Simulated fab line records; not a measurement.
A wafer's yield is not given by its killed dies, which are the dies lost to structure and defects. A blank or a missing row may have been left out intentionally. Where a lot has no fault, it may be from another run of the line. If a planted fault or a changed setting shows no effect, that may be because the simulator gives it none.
A struck lot beside a sound one	flow sky130	22 out of 708 route steps
Sound: these wafers, L394.1, L394.3, L394.5. Wafers L393.1, L393.3, L393.4 were the ones struck. Last of all comes the cause.
At each step with rows: each side's tool, then ch and its chambers, then its first start. Under that, the readings that differ: sound wafers	struck wafers	difference of the means	sigmas: that difference in standard deviations of wafers without a fault.
alike: readings whose means differ by less than 2 such deviations, and words and numbers that are the same on both sides. not compared: withheld readings, readings that some wafer has no value for, bounds like >300 that may hide the same value, and numbers for which the record gives no deviation and whose values overlap.
A row with sigmas, a row that says differs or no value, or rows on one side alone: a step with any of these is where the two part. Non-overlapping numbers with no deviation appear without sigmas and do not part them. A reading missing from all wafers of one side parts the sides only when that side holds two or more wafers.

first, 8 steps without rows for these wafers: SKY_DNWELL_DEHYDRATE_00 (time 60 s); SKY_DNWELL_HMDS_01 (prime time 60 s); SKY_DNWELL_COAT_02 (resist thk 3000 nm); SKY_DNWELL_SOFTBAKE_03; SKY_DNWELL_EXPOSE_04 (exposes mask DNM, target cd 3000 nm); SKY_DNWELL_PEB_05; SKY_DNWELL_DEVELOP_06 (develop time 60 s); SKY_DNWELL_IMPLANT_07.
SKY_DNWELL_STRIP_08: strips in O2/N2.
  sound on plasma-asher-01 ch 0,1, day 5 21:22; struck on plasma-asher-04 ch 0,1, day 5 17:19
  alike: chamber-pressure-mTorr, drypump-motor-current-A, oes-product-au, strip-time-to-endpoint-s
  not compared: rf-hours-counter-h
SKY_DNWELL_TW_MEAS_09:
  sound: film-metro-04 at day 5 21:28; struck: film-metro-04 at day 5 17:25
  alike: DNWELL_TW
then, 2 steps without rows for these wafers: SKY_PWDE_DEHYDRATE_00 (time 60 s); SKY_PWDE_HMDS_01 (prime time 60 s).
SKY_PWDE_COAT_02: resist thk 3000 nm.
  sound on litho-track-04 ch 0, day 6 06:49; struck on litho-track-03 ch 0, day 6 01:55
reading	sound	struck	difference	sigmas
model.coat_of_PWDE_COAT_02.thk-nm (nm)	2995 2997 2996	2777 2785 2778	-216	
then, 3 steps without rows for these wafers: SKY_PWDE_SOFTBAKE_03; SKY_PWDE_EXPOSE_04 (exposes mask PWDEM, target cd 840 nm); SKY_PWDE_PEB_05.
SKY_PWDE_DEVELOP_06: develop time 60 s.
  sound: litho-track-01 ch 0; struck: litho-track-03 ch 0
reading	sound	struck	difference	sigmas
model.coat_of_PWDE_COAT_02.thk-nm (nm)	2991 2993 2991	2773 2780 2774	-216	
SKY_PWDE_OVL_MEAS_07:
  sound: overlay-01 at day 6 16:01; struck: overlay-01 at day 6 12:07
  alike: PWDE_OVL
after that, 1 step had no rows for these wafers: SKY_PWDE_IMPLANT_08.
SKY_PWDE_STRIP_09: strips in O2/N2.
  sound on plasma-asher-01 ch 0,1, day 6 16:11; struck on plasma-asher-02 ch 0,1, day 6 12:18
reading	sound	struck	difference	sigmas
strip-time-to-endpoint-s (s)	36.87 36.88 36.86	34.36 34.45 34.36	-2.48	-25
  alike: chamber-pressure-mTorr, drypump-motor-current-A, oes-product-au
  not compared: rf-hours-counter-h
SKY_PWDE_TW_MEAS_10:
  sound: film-metro-04 at day 6 16:17; struck: film-metro-03 at day 6 12:24
  alike: PWDE_TW
-- the record jumps here: 42 days lie between the struck wafers' starts before and after (it left off in module PWDE and takes up again in module PAD_OPEN, whose first step shown is number 708 of the route) --
SKY_PAD_OPEN_PROBE_99:
  sound: prober-01 at day 48 15:05; struck: prober-02 at day 48 13:53
reading	sound	struck	difference	sigmas
model.etest.res_p_drift_20v.width-nm (nm)	840.9 838.6 841.5	856.3 853.2 858.6	+15.7	
  alike: killed_at_M0_to_M3, killed_at_M4_up, killed-at-contacts, killed-at-front-end, killed-at-other, killed-dies, killed-open, killed-short

== WHERE THEY PART ==
SKY_PWDE_STRIP_09 only, going by this record. Later steps at which nothing parts them and some readings are alike: SKY_PWDE_TW_MEAS_10, SKY_PAD_OPEN_PROBE_99.

WHY: whatever the simulator had introduced
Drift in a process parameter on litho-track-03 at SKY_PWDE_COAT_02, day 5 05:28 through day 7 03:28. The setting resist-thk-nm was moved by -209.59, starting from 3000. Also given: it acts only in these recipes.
